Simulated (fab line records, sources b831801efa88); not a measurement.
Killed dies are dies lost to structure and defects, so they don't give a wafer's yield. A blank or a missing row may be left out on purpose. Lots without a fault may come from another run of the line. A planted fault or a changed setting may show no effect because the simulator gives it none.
One fault seen from 2 desks | flow sky130 | each desk has only its own numbers; what lay behind them comes last

THE METROLOGY DESK
What the gauges read, lot by lot, whatever tool the lot ran on: means of the sampled wafers that have a number. A lot is out of limits, marked OUT, if its mean lies more than 4 standard deviations from the usual mean; the brackets give that distance. Of its 8 readings 7 are shown: those that lie furthest out on some lot.
Columns: A = GATE_OXIDE_TW at SKY_GATE_OXIDE_TW_MEAS_14, usual 225.4; B = POLY_GATE_CVD_00_THK at SKY_POLY_GATE_THK_MEAS_01, usual 179.9 nm; C = POLY_GATE_TW at SKY_RES_PROTECT_TW_MEAS_08, usual 4040; D = POLY_GATE_CVD_03_THK at SKY_POLY_GATE_THK_MEAS_04, usual 75.0 nm; E = cd_nm at SKY_POLY_GATE_CD_MEAS_13, usual 150.3 nm; F = POLY_GATE_OVL at SKY_POLY_GATE_OVL_MEAS_14, usual 4 nm; G = POLY_GATE_OXIDATION_THK at SKY_POLY_GATE_THK_MEAS_21, usual 3.99 nm
lot  | first seen here | A     | B     | C    | D    | E     | F  | G
L893 | day 13 06:17    | 224.9 | 182.4 | 4060 | 74.9 | 150.1 | -6 | 4.06
L896 | day 14 17:30    | 226.1 | 180.6 | 4003 | 74.9 | 149.5 | 8  | 4.02
L897 | day 15 00:18    | 225.3 | 179.6 | 4043 | 75.4 | 149.5 | 8  | 4.01
L902 | day 17 02:55    | 224.6 | 180.1 | 4028 | 77.1 | 150.3 | -1 | 4.11
L905 | day 17 21:25    | 225.2 | 178.8 | 3986 | 75.2 | 150.1 | -0 | 4.02
L908 | day 20 06:31    | 227.0 | 178.7 | 4031 | 74.3 | 149.2 | -4 | 4.11
This desk's finding: nothing out of limits on any of the 6 lots.

THE TOOL OWNER'S DESK: implanter-03
The tool's own readings at SKY_POLY_GATE_IMPLANT_02: means of the sampled wafers that have a number, for each lot that ran on this tool. A lot is out of limits, marked OUT, if its mean lies more than 4 standard deviations from the usual mean; the brackets give that distance.
Columns: A = faraday_current_uA at SKY_POLY_GATE_IMPLANT_02, usual 11910
lot  | first seen here | A
L893 | day 14 12:25    | 14553
L896 | day 15 23:32    | 14481
L902 | day 18 11:26    | 14339
L905 | day 19 06:56    | 14497
This desk's finding: nothing out of limits on any of the 4 lots.

PUT TOGETHER
The metrology desk saw nothing out of limits.
The tool owner's desk saw nothing out of limits.

WHAT THE SIMULATOR HAD PUT IN
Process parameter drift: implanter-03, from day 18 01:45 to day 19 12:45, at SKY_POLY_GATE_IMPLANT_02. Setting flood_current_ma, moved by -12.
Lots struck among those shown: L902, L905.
